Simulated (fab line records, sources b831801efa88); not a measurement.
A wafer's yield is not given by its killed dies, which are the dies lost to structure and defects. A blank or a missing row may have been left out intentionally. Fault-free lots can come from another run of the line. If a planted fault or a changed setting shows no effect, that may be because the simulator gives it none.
fab line records    flow sky130
record lots=12  wafers=36  lastDay=50
route steps=708 shown RES_XHIGH@340 CONTACT@410 VIA2@527 CAPM@539 PAD_OPEN@708
lots that met no fault: taken from a fault-free run of the same line
startH: start of the lot's first displayed wafer, in hours after the record's first day    waitH: time in hours since the lot's previous step    " unchanged from the row above    L1.1+2: one row covering several wafers at once    - value missing, or start not given    * or withheld: withheld    < > ~ a bound
route shown NAME@n: a module of which the file shows steps, and the number in the route of the first    usual: mean and standard deviation over wafers with no fault    same: alike in all rows    chamber/n: place in a boat    sites: readings site by site    _std_site: the standard deviation of these    _edge_site: inner sites' mean taken away from outer sites' mean    radiusMm: how far each site lies from the wafer's centre    mask NAME#n: copy n    behind: the tool/chamber that last shaped the wafer    hold: reason for holding the lot/hours on hold/outcome of the hold    device: the n, p or np transistor that did not switch    end of line: tests of these same wafers at the route's end    a step with no rows: only its recipe    killed: dies that structure and defects cost at the first sort, which is not the same as the wafer's yield    map: per-die view of a wafer (x killed, . not killed, _ where there is no die)
set.NAME: the run value of the setting; set.NAME@STEP: its run value at that earlier step    model.NAME: the simulator's own value behind a step, which no gauge read
route steps across a sampled set of lots; one table per step, one row per wafer
services: the hour from which a tool's chamber was out of use, counted from the record's first day as startH (under 0 if before that day), plus the number of hours and why
## steps
# step SKY_RES_XHIGH_STRIP_08
# recipe chemistry=O2/N2  powerW=1400  pressureMtorr=1500  platenTempC=withheld  o2FlowSccm=3000  n2FlowSccm=300  overashFraction=0.5
# usual drypumpMotorCurrentA=5.7/0.41  oesProductAu=0.711/0.0046  stripTimeToEndpointS=14.28/0.042
lot.wafer  tool            chamber  startH  waitH  drypumpMotorCurrentA  oesProductAu  rfHoursCounterH  stripTimeToEndpointS
L762.2     plasmaAsher-04  1        674.05  0.1    6.0                   0.719         104              14.19
L762.5     "               0        "       "      5.2                   0.704         -                14.19
L762.6     "               1        "       "      6.0                   0.711         -                14.24
L764.1     plasmaAsher-02  1        677.90  0.1    5.9                   0.720         53               14.27
L764.4     "               0        "       "      4.8                   0.707         -                14.26
L764.5     "               1        "       "      5.9                   0.701         -                14.29
L763.1     plasmaAsher-02  1        692.65  0.1    5.9                   0.713         54               14.24
L763.4     "               1        "       "      5.9                   0.715         -                14.25
L763.5     "               1        "       "      5.9                   0.709         -                14.28
L766.1     plasmaAsher-04  1        705.25  0.1    6.0                   0.714         107              14.22
L766.3     "               0        "       "      5.2                   0.717         -                14.20
L766.6     "               0        "       "      5.2                   0.705         -                14.24
L768.3     plasmaAsher-04  0        715.34  0.1    5.2                   0.711         -                14.25
L768.5     "               0        "       "      5.2                   0.711         -                14.29
L768.6     "               1        "       "      6.0                   0.710         -                14.27
L767.2     plasmaAsher-04  1        717.15  0.1    6.0                   0.710         108              14.26
L767.3     "               1        "       "      6.0                   0.709         -                14.32
L767.4     "               0        "       "      5.2                   0.696         -                14.31
L769.3     plasmaAsher-04  1        748.73  0.1    6.0                   0.714         -                14.28
L769.5     "               1        "       "      6.0                   0.711         -                14.26
L769.6     "               0        "       "      5.2                   0.712         -                14.26
L770.3     plasmaAsher-03  0        749.33  0.1    6.1                   0.712         -                14.34
L770.5     "               1        "       "      5.6                   0.703         -                14.29
L770.6     "               0        "       "      6.1                   0.716         -                14.30
L771.1     plasmaAsher-04  1        751.20  0.1    6.0                   0.712         0                14.32
L771.2     "               0        "       "      5.2                   0.711         0                14.29
L771.6     "               0        "       "      5.2                   0.713         -                14.33
L776.3     plasmaAsher-04  1        766.49  0.1    6.0                   0.709         -                14.24
L776.4     "               0        "       "      5.2                   0.711         -                14.26
L776.6     "               0        "       "      5.2                   0.713         -                14.22
L778.1     plasmaAsher-04  0        770.40  0.1    5.2                   0.711         2                14.32
L778.4     "               1        "       "      6.0                   0.706         -                14.36
L778.5     "               0        "       "      5.2                   0.708         -                14.31
L781.1     plasmaAsher-03  1        795.20  0.1    5.6                   0.713         97               14.33
L781.2     "               0        "       "      6.1                   0.717         97               14.31
L781.6     "               0        "       "      6.2                   0.716         -                14.29
# step SKY_CONTACT_CMP_04
# recipe material=SiO2  downForcePsi=4  platenRpm=60  padVelocityMS=0.94248
# usual motorCurrentA=11.7/1.7  timeToEndpointS=81/3.8
lot.wafer  tool    chamber  startH  waitH  motorCurrentA  timeToEndpointS
L762.2     cmp-01  0        762.49  0.1    8.7            77
L762.5     "       2        "       "      12.4           74
L762.6     "       3        "       "      10.3           75
L764.1     cmp-02  1        765.81  0.1    10.8           83
L764.4     "       2        "       "      15.1           76
L764.5     "       0        "       "      11.4           80
L763.4     cmp-01  0        777.69  0.1    8.7            85
L763.1     "       1        "       "      12.2           81
L763.5     "       0        "       "      8.3            85
L766.1     cmp-02  2        790.58  0.1    14.8           82
L766.3     "       0        "       "      10.9           82
L766.6     "       2        "       "      14.6           81
L768.3     cmp-02  0        798.04  0.0    11.1           79
L768.6     "       0        "       "      11.7           73
L768.5     "       1        "       "      10.4           82
L767.4     cmp-02  0        800.37  0.0    11.9           82
L767.2     "       1        "       "      11.1           81
L767.3     "       3        "       "      12.5           85
L769.3     cmp-02  1        830.83  0.1    11.2           79
L769.5     "       0        "       "      11.5           82
L769.6     "       1        "       "      11.2           83
L770.3     cmp-01  1        832.20  0.1    12.7           82
L770.5     "       3        "       "      10.3           84
L770.6     "       0        "       "      8.6            84
L771.1     cmp-02  3        835.44  0.1    12.1           86
L771.2     "       1        "       "      11.6           84
L771.6     "       3        "       "      12.2           81
L776.3     cmp-01  3        850.46  0.3    10.0           77
L776.4     "       0        "       "      8.7            83
L776.6     "       2        "       "      12.1           81
L778.4     cmp-02  1        853.33  0.0    11.2           82
L778.1     "       3        "       "      12.0           80
L778.5     "       1        "       "      11.2           83
L781.1     cmp-01  1        878.29  0.1    11.8           80
L781.2     "       3        "       "      10.9           80
L781.6     "       0        "       "      8.4            80
# step SKY_VIA2_SPUTTER_20
# recipe material=TiN  targetThkNm=20  chamberPressurePa=5  powerW=4000  timeS=80
# usual chamberPressurePa=5.001/0.01  throttleValvePct=30.4/0.92
lot.wafer  tool           chamber  startH   waitH  chamberPressurePa  throttleValvePct
L762.2     pvdSputter-01  -        898.32   0.0    4.988              28.7
L762.5     "              -        "        "      4.981              28.6
L762.6     "              -        "        "      4.987              29.9
L764.1     pvdSputter-03  -        903.76   0.0    5.001              30.9
L764.4     "              -        "        "      4.995              29.3
L764.5     "              -        "        "      4.999              30.2
L763.1     pvdSputter-01  -        913.20   0.0    5.002              30.0
L763.4     "              -        "        "      5.001              29.1
L763.5     "              -        "        "      5.004              30.0
L766.1     pvdSputter-02  -        929.26   0.0    4.984              31.9
L766.3     "              -        "        "      4.983              30.7
L766.6     "              -        "        "      5.008              31.2
L768.3     pvdSputter-03  -        934.50   0.0    5.004              30.8
L768.5     "              -        "        "      5.005              30.1
L768.6     "              -        "        "      4.995              29.5
L767.2     pvdSputter-03  -        935.46   0.0    4.992              30.9
L767.3     "              -        "        "      5.004              31.1
L767.4     "              -        "        "      5.012              30.0
L769.3     pvdSputter-03  -        963.86   0.0    5.010              29.4
L769.5     "              -        "        "      4.992              30.1
L769.6     "              -        "        "      5.011              29.3
L770.3     pvdSputter-02  -        964.51   0.0    4.990              30.6
L770.5     "              -        "        "      5.001              32.1
L770.6     "              -        "        "      5.018              31.4
L771.1     pvdSputter-02  -        966.69   0.0    5.005              30.8
L771.2     "              -        "        "      5.003              30.0
L771.6     "              -        "        "      4.982              31.3
L776.3     pvdSputter-02  -        981.50   0.0    4.972              30.5
L776.4     "              -        "        "      4.986              31.6
L776.6     "              -        "        "      4.995              31.5
L778.1     pvdSputter-02  -        984.80   0.0    5.007              32.1
L778.4     "              -        "        "      5.006              31.5
L778.5     "              -        "        "      5.007              31.7
L781.1     pvdSputter-01  -        1007.26  0.0    5.002              29.2
L781.2     "              -        "        "      5.002              28.8
L781.6     "              -        "        "      4.997              29.0
# step SKY_CAPM_SPUTTER_02
# recipe material=TiN  targetThkNm=200  tempC=300  powerW=6500  timeS=166.7  chamberPressurePa=0.4
# usual chamberPressurePa=0.4001/0.00085  throttleValvePct=29.8/0.62
lot.wafer  tool           chamber  startH   waitH  chamberPressurePa  throttleValvePct
L762.2     pvdSputter-03  -        899.23   0.0    0.3995             30.9
L762.5     "              -        "        "      0.4019             30.6
L762.6     "              -        "        "      0.4002             30.8
L764.1     pvdSputter-01  -        904.66   0.1    0.4015             30.0
L764.4     "              -        "        "      0.4000             29.2
L764.5     "              -        "        "      0.4006             29.2
L763.1     pvdSputter-04  -        914.26   0.1    0.4009             30.1
L763.4     "              -        "        "      0.4007             29.8
L763.5     "              -        "        "      0.4007             29.9
L766.1     pvdSputter-04  -        930.69   0.1    0.4014             30.0
L766.3     "              -        "        "      0.3992             30.4
L766.6     "              -        "        "      0.4007             30.5
L768.3     pvdSputter-01  -        935.41   0.0    0.3984             29.1
L768.5     "              -        "        "      0.4006             29.9
L768.6     "              -        "        "      0.3993             29.0
L767.2     pvdSputter-01  -        936.37   0.0    0.3999             30.1
L767.3     "              -        "        "      0.4005             30.1
L767.4     "              -        "        "      0.4000             29.2
L769.3     pvdSputter-01  -        964.82   0.0    0.4012             29.9
L769.5     "              -        "        "      0.4016             29.9
L769.6     "              -        "        "      0.4006             28.7
L770.3     pvdSputter-04  -        965.60   0.0    0.3999             30.0
L770.5     "              -        "        "      0.3982             29.8
L770.6     "              -        "        "      0.4017             30.5
L771.1     pvdSputter-03  -        967.61   0.1    0.4010             30.8
L771.2     "              -        "        "      0.4003             30.0
L771.6     "              -        "        "      0.3988             29.3
L776.3     pvdSputter-04  -        982.41   0.0    0.4358             29.0
L776.4     "              -        "        "      0.4352             28.7
L776.6     "              -        "        "      0.4354             28.9
L778.1     pvdSputter-01  -        985.71   0.1    0.4013             29.9
L778.4     "              -        "        "      0.3998             30.1
L778.5     "              -        "        "      0.3985             28.7
L781.1     pvdSputter-04  -        1008.17  0.1    0.4354             28.7
L781.2     "              -        "        "      0.4345             28.6
L781.6     "              -        "        "      0.4351             29.4
# step SKY_PAD_OPEN_PROBE_99
# usual defectLimitedYield=82.3/1.8  killed_at_M0_to_M3=44/6.9  killed_at_M4_up=3.3/1.7  killedAtContacts=24/5.5  killedAtFrontEnd=16/4.5  killedAtOther=0.2/0.46  killedDies=87/9.1  killedOpen=48/7.3  killedShort=39/6.2  sort_bin_3_pad_short=0.9/0.4  sort_bin_5_function=10.4/1.5  sort_bin_6_memory=6.4/1.2  sortNPass=405/9.1  sortYieldPct=82.3/1.8
# same grossDies=492  killedAtBackSide=0  sort_bin_4_leakage[%]=0  sort_bin_8_speed[%]=0
lot.wafer  tool       chamber  startH   waitH  defectLimitedYield[%]  killed_at_M0_to_M3  killed_at_M4_up  killedAtContacts  killedAtFrontEnd  killedAtOther  killedDies  killedOpen  killedShort  sort_bin_3_pad_short[%]  sort_bin_5_function[%]  sort_bin_6_memory[%]  sortNPass  sortYieldPct[%]
L766.1     prober-01  -        1140.16  0.1    85.2                   33                  1                15                24                0              73          49          24           0.2                      8.1                     6.5                   419        85.2
L766.3     prober-01  -        1140.26  0.2    84.8                   36                  4                22                13                0              75          36          38           0.4                      9.6                     5.3                   417        84.8
L766.6     prober-01  -        1140.41  0.2    82.3                   41                  2                26                18                0              87          53          34           0.4                      11.6                    5.7                   405        82.3
L768.3     prober-01  -        1145.74  0.2    82.9                   36                  3                26                19                0              84          47          37           0.8                      10.2                    6.1                   408        82.9
L768.5     prober-01  -        1145.84  0.2    81.1                   38                  3                37                15                0              93          53          39           0.4                      10.6                    7.9                   399        81.1
L768.6     prober-01  -        1145.89  0.2    84.3                   34                  3                26                13                1              77          43          33           1.6                      10.0                    4.1                   415        84.3
L767.2     prober-02  -        1146.20  0.1    83.1                   38                  4                30                11                0              83          44          39           0.6                      8.7                     7.5                   409        83.1
L767.3     prober-02  -        1146.25  0.2    79.3                   58                  4                28                12                0              102         61          41           1.2                      11.2                    8.3                   390        79.3
L767.4     prober-02  -        1146.30  0.2    79.9                   53                  5                28                13                0              99          54          45           1.0                      10.8                    8.3                   393        79.9
L771.1     prober-02  -        1169.93  0.1    83.3                   40                  2                23                17                0              82          44          38           0.6                      10.8                    5.3                   410        83.3
L771.2     prober-02  -        1169.98  0.1    80.5                   57                  0                23                15                1              96          61          35           0.6                      13.0                    5.9                   396        80.5
L771.6     prober-02  -        1170.18  0.2    81.3                   50                  3                21                18                0              92          48          44           0.4                      10.8                    7.5                   400        81.3
L776.3     prober-02  -        1179.51  0.2    80.3                   53                  4                29                11                0              97          60          37           1.2                      11.2                    7.3                   395        80.3
L776.4     prober-02  -        1179.56  0.2    81.1                   47                  1                22                21                2              93          45          48           1.0                      12.0                    5.9                   399        81.1
L776.6     prober-02  -        1179.66  0.2    82.7                   42                  1                26                16                0              85          49          36           1.0                      10.4                    5.9                   407        82.7
L778.1     prober-02  -        1183.12  0.1    82.1                   40                  2                25                21                0              88          47          41           0.6                      10.8                    6.5                   404        82.1
L778.4     prober-02  -        1183.27  0.2    82.9                   47                  2                20                15                0              84          50          34           1.0                      8.1                     7.9                   408        82.9
L778.5     prober-02  -        1183.32  0.2    85.6                   37                  3                17                13                1              71          37          34           0.4                      7.9                     6.1                   421        85.6
L781.1     prober-01  -        1197.10  0.1    83.1                   39                  2                27                15                0              83          43          40           1.2                      8.1                     7.5                   409        83.1
L781.2     prober-01  -        1197.15  0.1    83.1                   52                  2                15                14                0              83          42          41           1.0                      11.8                    4.1                   409        83.1
L781.6     prober-01  -        1197.35  0.2    84.3                   40                  2                20                14                1              77          37          40           0.8                      9.3                     5.5                   415        84.3
# killed by level:class
L766.1 VIA1:geometricParticle:open=12 POLY_GATE:geometricParticle:open=9 FIELD_ISO:geometricParticle:open=8 CONTACT:geometricParticle:open=6 VIA3:geometricParticle:open=5 VIA1:geometricParticle:short=4 POLY_GATE:geometricParticle:short=3 LI_CONTACT:geometricParticle:open=3
L766.3 CONTACT:geometricParticle:open=8 METAL1:geometricParticle:short=7 VIA3:geometricParticle:open=6 CONTACT:geometricParticle:short=5 VIA1:geometricParticle:open=5 SPACER:geometricParticle:open=4 METAL2:geometricParticle:short=4 METAL4:geometricParticle:short=4
L766.6 VIA1:geometricParticle:open=16 CONTACT:geometricParticle:open=13 FIELD_ISO:geometricParticle:open=7 VIA3:geometricParticle:open=7 CONTACT:geometricParticle:short=5 FIELD_ISO:geometricParticle:short=4 LOCAL_INTERCONNECT:geometricParticle:short=4 METAL2:geometricParticle:short=4
L768.3 CONTACT:geometricParticle:open=10 LI_CONTACT:geometricParticle:open=9 VIA2:geometricParticle:open=6 FIELD_ISO:geometricParticle:open=5 VIA3:geometricParticle:open=5 CONTACT:geometricParticle:short=5 METAL1:geometricParticle:short=5 VIA1:geometricParticle:short=5
L768.5 CONTACT:geometricParticle:open=18 VIA3:geometricParticle:open=9 CONTACT:geometricParticle:short=8 LI_CONTACT:geometricParticle:open=6 VIA1:geometricParticle:short=6 VIA2:geometricParticle:open=6 POLY_GATE:geometricParticle:short=4 VIA3:geometricParticle:short=4
L768.6 LI_CONTACT:geometricParticle:open=10 VIA1:geometricParticle:open=9 CONTACT:geometricParticle:open=6 METAL2:geometricParticle:short=5 LOCAL_INTERCONNECT:geometricParticle:short=4 CONTACT:geometricParticle:short=4 VIA3:geometricParticle:open=4 VIA3:geometricParticle:short=4
L767.2 CONTACT:geometricParticle:open=12 VIA1:geometricParticle:open=9 LI_CONTACT:geometricParticle:open=5 LOCAL_INTERCONNECT:geometricParticle:short=5 VIA1:geometricParticle:short=5 VIA2:geometricParticle:open=5 VIA3:geometricParticle:short=5 VIA3:geometricParticle:open=4
L767.3 VIA1:geometricParticle:open=14 LI_CONTACT:geometricParticle:open=11 VIA2:geometricParticle:open=11 CONTACT:geometricParticle:open=10 VIA1:geometricParticle:short=9 METAL2:geometricParticle:short=6 FIELD_ISO:geometricParticle:open=5 VIA3:geometricParticle:open=5
L767.4 VIA1:geometricParticle:open=15 VIA1:geometricParticle:short=9 CONTACT:geometricParticle:open=8 VIA2:geometricParticle:open=8 FIELD_ISO:geometricParticle:short=7 LI_CONTACT:geometricParticle:open=7 VIA3:geometricParticle:open=7 LOCAL_INTERCONNECT:geometricParticle:short=5
L771.1 CONTACT:geometricParticle:open=10 VIA3:geometricParticle:open=7 VIA1:geometricParticle:open=6 METAL3:geometricParticle:short=6 FIELD_ISO:geometricParticle:open=5 VIA1:geometricParticle:short=5 FIELD_ISO:geometricParticle:short=4 LI_CONTACT:geometricParticle:open=4
L771.2 VIA2:geometricParticle:open=13 LI_CONTACT:geometricParticle:open=11 CONTACT:geometricParticle:open=9 VIA3:geometricParticle:open=9 METAL1:geometricParticle:short=8 METAL2:geometricParticle:short=8 VIA1:geometricParticle:open=7 POLY_GATE:geometricParticle:open=5
L771.6 VIA1:geometricParticle:open=11 VIA3:geometricParticle:open=9 CONTACT:geometricParticle:open=7 VIA2:geometricParticle:open=7 VIA2:geometricParticle:short=6 POLY_GATE:geometricParticle:short=5 LOCAL_INTERCONNECT:geometricParticle:short=5 METAL2:geometricParticle:short=5
L776.3 VIA2:geometricParticle:open=13 CONTACT:geometricParticle:open=13 VIA3:geometricParticle:open=12 VIA1:geometricParticle:open=9 METAL1:geometricParticle:short=6 FIELD_ISO:geometricParticle:short=5 LI_CONTACT:geometricParticle:open=5 LI_CONTACT:geometricParticle:short=4
L776.4 VIA1:geometricParticle:open=9 VIA2:geometricParticle:open=9 FIELD_ISO:geometricParticle:short=7 METAL2:geometricParticle:short=7 METAL1:geometricParticle:short=6 CONTACT:geometricParticle:open=6 CONTACT:geometricParticle:short=6 FIELD_ISO:geometricParticle:open=5
L776.6 CONTACT:geometricParticle:open=13 VIA1:geometricParticle:open=10 VIA2:geometricParticle:open=8 CONTACT:geometricParticle:short=7 METAL2:geometricParticle:short=6 FIELD_ISO:geometricParticle:open=5 VIA3:geometricParticle:short=4 VIA3:geometricParticle:open=4
L778.1 VIA2:geometricParticle:open=10 CONTACT:geometricParticle:open=8 VIA1:geometricParticle:open=8 LI_CONTACT:geometricParticle:open=7 METAL1:geometricParticle:short=7 FIELD_ISO:geometricParticle:short=6 FIELD_ISO:geometricParticle:open=5 CONTACT:geometricParticle:short=5
L778.4 VIA1:geometricParticle:open=12 VIA2:geometricParticle:open=8 LI_CONTACT:geometricParticle:open=7 CONTACT:geometricParticle:open=7 VIA2:geometricParticle:short=6 METAL1:geometricParticle:short=5 FIELD_ISO:geometricParticle:open=4 LOCAL_INTERCONNECT:geometricParticle:short=4
L778.5 METAL2:geometricParticle:short=6 LI_CONTACT:geometricParticle:open=5 CONTACT:geometricParticle:short=5 VIA1:geometricParticle:short=5 VIA3:geometricParticle:open=5 FIELD_ISO:geometricParticle:open=4 POLY_GATE:geometricParticle:open=4 VIA2:geometricParticle:open=4
L781.1 VIA1:geometricParticle:open=9 VIA3:geometricParticle:open=8 LOCAL_INTERCONNECT:geometricParticle:short=7 LI_CONTACT:geometricParticle:open=6 CONTACT:geometricParticle:short=6 POLY_GATE:geometricParticle:open=5 CONTACT:geometricParticle:open=5 VIA1:geometricParticle:short=5
L781.2 VIA2:geometricParticle:open=9 VIA1:geometricParticle:open=9 VIA3:geometricParticle:open=9 METAL2:geometricParticle:short=7 METAL1:geometricParticle:short=7 CONTACT:geometricParticle:open=6 VIA1:geometricParticle:short=5 POLY_GATE:geometricParticle:short=4
L781.6 METAL2:geometricParticle:short=9 VIA1:geometricParticle:open=8 CONTACT:geometricParticle:short=6 LI_CONTACT:geometricParticle:open=5 FIELD_ISO:geometricParticle:short=4 FIELD_ISO:geometricParticle:open=4 LOCAL_INTERCONNECT:geometricParticle:short=4 CONTACT:geometricParticle:open=4
## services
tool            chamber  startH  hours  kind
cmp-02          -        650.44  7.9    pm
cmp-01          -        658.16  2.2    repair
cmp-01          -        660.35  6.6    pm
pvdSputter-02   -        679.94  4.6    repair
pvdSputter-04   -        681.63  3.5    repair
pvdSputter-02   -        682.29  22.0   repair
pvdSputter-01   -        682.39  3.1    repair
cmp-02          -        687.29  3.5    repair
cmp-02          -        688.79  3.8    repair
pvdSputter-02   -        700.22  2.5    repair
cmp-01          -        730.70  0.3    repair
plasmaAsher-04  -        733.75  9.0    pm
cmp-02          -        735.54  4.9    pm
pvdSputter-02   -        736.24  3.4    repair
plasmaAsher-04  -        742.75  2.8    pm
cmp-02          -        744.37  4.0    pm
cmp-02          -        829.58  0.8    repair
plasmaAsher-04  -        883.22  0.8    repair
pvdSputter-01   -        923.36  0.9    repair
cmp-02          -        927.84  27.9   repair
cmp-02          -        976.24  0.5    repair
cmp-02          -        981.77  1.3    repair
pvdSputter-01   -        989.38  2.5    repair
cmp-02          -        991.71  1.6    repair
## key
firstSign step=SKY_CAPM_SPUTTER_02  reading=chamberPressurePa  direction=up  sigmas=41  usual=0.4001  struck=0.4352
effect step=SKY_CAPM_SPUTTER_02  reading=throttleValvePct  direction=down  sigmas=1.6  usual=29.8  struck=28.9
metAt SKY_CAPM_SPUTTER_02
struckLots L776,L781
notActingAt SKY_RES_XHIGH_STRIP_08,SKY_CONTACT_CMP_04,SKY_VIA2_SPUTTER_20
onsetBetween 965.60 982.41
fault kind=processParameterDrift  tool=pvdSputter-04  chamber=-  onsetH=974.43  steps=SKY_CAPM_SPUTTER_02  channel=chamberPressurePa  offset=0.035395  shape=step  endH=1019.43  actsIn=theseRecipesOnly  stated=0.4
